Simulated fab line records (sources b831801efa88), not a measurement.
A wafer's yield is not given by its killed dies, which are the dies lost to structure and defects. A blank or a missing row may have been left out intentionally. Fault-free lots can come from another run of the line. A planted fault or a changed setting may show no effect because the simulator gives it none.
What tool caused it? | flow gf180mcu | 10 lots with 30 wafers sampled at 6 steps, on a route of 602 steps

## WHAT THE GAUGES READ, wafer by wafer
GF_V4_BOW_MEAS_05.
lot  | measured     | on            | V4_BOW (um)
L813 | day 23 05:07 | film_metro-02 | 125 131 139
L816 | day 24 10:07 | film_metro-02 | 141 144 148
L817 | day 24 23:38 | film_metro-03 | 131 119 126
L824 | day 27 07:56 | film_metro-03 | 125 130 136
L825 | day 27 14:17 | film_metro-01 | 138 129 139
L826 | day 27 20:55 | film_metro-01 | 123 126 119
L827 | day 28 06:56 | film_metro-01 | 132 132 127
L832 | day 29 12:52 | film_metro-03 | 150 149 146
L834 | day 30 02:44 | film_metro-01 | 134 131 137
L836 | day 30 15:49 | film_metro-01 | 131 142 125

GF_V4_CD_MEAS_14: the cd target is 260 nm.
lot  | measured     | on        | cd_nm (nm)
L813 | day 24 04:41 | cd_sem-02 | 259.0 259.6 260.4
L816 | day 25 08:07 | cd_sem-01 | 259.1 259.1 258.6
L817 | day 25 20:29 | cd_sem-01 | 260.0 260.0 260.2
L824 | day 28 03:53 | cd_sem-01 | 259.1 258.6 259.2
L825 | day 28 10:02 | cd_sem-01 | 260.6 260.2 260.2
L826 | day 28 16:56 | cd_sem-02 | 259.9 261.3 259.8
L827 | day 29 02:23 | cd_sem-02 | 263.6 261.9 263.0
L832 | day 30 06:31 | cd_sem-01 | 260.5 261.0 260.3
L834 | day 30 20:46 | cd_sem-02 | 257.4 258.3 258.3
L836 | day 31 10:02 | cd_sem-02 | 259.5 260.1 259.8

GF_MIM_RS_MEAS_10: measurement is done with a four-point probe.
lot  | measured     | on            | MIM_ALCU_RS (ohm/sq)
L813 | day 24 06:58 | film_metro-01 | 0.1608 0.1584 0.1608
L816 | day 25 10:12 | film_metro-03 | 0.1631 0.1654 0.1657
L817 | day 25 22:45 | film_metro-04 | 0.1628 0.1637 0.1641
L824 | day 28 05:48 | film_metro-03 | 0.1755 0.1767 0.1759
L825 | day 28 11:58 | film_metro-03 | 0.1787 0.1768 0.1771
L826 | day 28 18:59 | film_metro-01 | 0.1611 0.1609 0.1618
L827 | day 29 04:21 | film_metro-01 | 0.1591 0.1609 0.1600
L832 | day 30 08:27 | film_metro-01 | 0.1584 0.1588 0.1594
L834 | day 30 23:03 | film_metro-01 | 0.1636 0.1594 0.1631
L836 | day 31 11:58 | film_metro-01 | 0.1601 0.1599 0.1600

GF_MIM_THK_MEAS_11: measures by xrf.
lot  | measured     | on            | MIM_ALCU_THK (nm)
L813 | day 24 07:04 | film_metro-01 | 204.3 209.0 205.8
L816 | day 25 10:19 | film_metro-03 | 202.2 198.9 199.4
L817 | day 25 22:52 | film_metro-04 | 204.8 203.2 201.6
L824 | day 28 05:54 | film_metro-03 | 190.2 188.9 187.9
L825 | day 28 12:05 | film_metro-03 | 186.9 190.0 188.4
L826 | day 28 19:06 | film_metro-01 | 204.7 204.0 203.4
L827 | day 29 04:28 | film_metro-01 | 207.3 205.5 206.1
L832 | day 30 08:33 | film_metro-01 | 206.9 208.7 205.1
L834 | day 30 23:10 | film_metro-01 | 200.5 205.8 201.7
L836 | day 31 12:05 | film_metro-01 | 206.0 206.1 205.6

## WHAT TOOL EACH LOT RAN ON (gives the tool, then ch and the chambers of the sampled wafers, and finally the start)
lot  | GF_MIM_SPUTTER_04            | GF_MIM_SPUTTER_08
L813 | pvd_sputter-04, day 24 06:41 | pvd_sputter-03, day 24 06:51
L816 | pvd_sputter-01, day 25 09:55 | pvd_sputter-04, day 25 10:06
L817 | pvd_sputter-01, day 25 22:31 | pvd_sputter-04, day 25 22:41
L824 | pvd_sputter-03, day 28 05:32 | pvd_sputter-04, day 28 05:43
L825 | pvd_sputter-03, day 28 11:44 | pvd_sputter-04, day 28 11:55
L826 | pvd_sputter-04, day 28 18:45 | pvd_sputter-01, day 28 18:55
L827 | pvd_sputter-04, day 29 04:06 | pvd_sputter-03, day 29 04:16
L832 | pvd_sputter-03, day 30 08:10 | pvd_sputter-01, day 30 08:21
L834 | pvd_sputter-04, day 30 22:49 | pvd_sputter-03, day 30 22:59
L836 | pvd_sputter-01, day 31 11:44 | pvd_sputter-03, day 31 11:55
- GF_MIM_SPUTTER_04: material TiN, target thk 50 nm, time 41.7 s.
- GF_MIM_SPUTTER_08: material AlCu, target thk 200 nm, time 10.6 s.

## WHAT THE TOOLS THEMSELVES READ (means of the sampled wafers that have a number; where no wafer has one, the mark that the record gives instead)
GF_MIM_SPUTTER_04.
lot  | tool           | chamber_pressure_pa (Pa) | throttle_valve_pct (%)
L813 | pvd_sputter-04 | 0.4007                   | 29.2
L816 | pvd_sputter-01 | 0.3990                   | 28.8
L817 | pvd_sputter-01 | 0.3999                   | 29.0
L824 | pvd_sputter-03 | 0.4007                   | 30.1
L825 | pvd_sputter-03 | 0.4005                   | 30.5
L826 | pvd_sputter-04 | 0.3997                   | 30.3
L827 | pvd_sputter-04 | 0.3999                   | 29.9
L832 | pvd_sputter-03 | 0.3997                   | 31.0
L834 | pvd_sputter-04 | 0.3994                   | 30.1
L836 | pvd_sputter-01 | 0.4001                   | 29.0

GF_MIM_SPUTTER_08.
lot  | tool           | chamber_pressure_pa (Pa) | throttle_valve_pct (%)
L813 | pvd_sputter-03 | 0.4000                   | 29.6
L816 | pvd_sputter-04 | 0.4004                   | 30.0
L817 | pvd_sputter-04 | 0.4003                   | 30.2
L824 | pvd_sputter-04 | 0.5609                   | 24.3
L825 | pvd_sputter-04 | 0.5607                   | 24.7
L826 | pvd_sputter-01 | 0.4006                   | 29.5
L827 | pvd_sputter-03 | 0.4002                   | 30.1
L832 | pvd_sputter-01 | 0.4006                   | 28.8
L834 | pvd_sputter-03 | 0.4003                   | 29.6
L836 | pvd_sputter-03 | 0.4008                   | 30.4

## THE ANSWER, worked out from the rows above alone
Rule: what is usual is taken from the lots themselves. The widest of any qualifying gaps counts: lots, ordered by their means at a reading, are off when they make up no more than a third of the lots, leave a main group of 4 or more, and stand apart from it by 3 or more times the standard deviation of that group's means. The tables above print the reading to a certain number of digits; a main group whose means all agree to those digits is not used. Also off: a lot with no number at a reading for which 4 or more lots have one. All remaining lots with rows at the step are treated as sound. The gauges are gone through in route order, then the tools' own readings, and for those a lot's mean is taken as printed above. At the first step where some lot is off, the reading lying furthest off is the one used; lots without a number count as furthest.
Off: L824, L825, seen at GF_MIM_RS_MEAS_10 (MIM_ALCU_RS). The main group: mean 0.1613 ohm/sq, standard deviation 0.0019.
A tool fits if, at a process step before that reading, it ran every lot that is off, and no sound lot after the first of them. The gauges at GF_MIM_RS_MEAS_10 aren't tried: what is off there is off at GF_MIM_SPUTTER_08 too, on other tools, and a gauge's error can't cause that. One fits: GF_MIM_SPUTTER_08 on pvd_sputter-04. Its last sound lot is L817 (day 25 22:41), its first lot that is off L824 (day 28 05:43): a fault that began between those two fits.
The tool's own readings at GF_MIM_SPUTTER_08 bear it out: on the lots that are off they differ by more than 5 times the standard deviation of the sound lots' means. chamber_pressure_pa reads 0.5608 Pa there against 0.4004 Pa on the sound lots; throttle_valve_pct reads 24.5 % there against 29.8 % on the sound lots.

## WHAT THE SIMULATOR HAD PUT IN
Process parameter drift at GF_MIM_SPUTTER_08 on pvd_sputter-04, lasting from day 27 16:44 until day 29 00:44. Setting chamber_pressure_pa shifted by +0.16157 from 0.4. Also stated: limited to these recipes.
Shown lots that were struck: L824, L825. The rule given above showed the same thing.
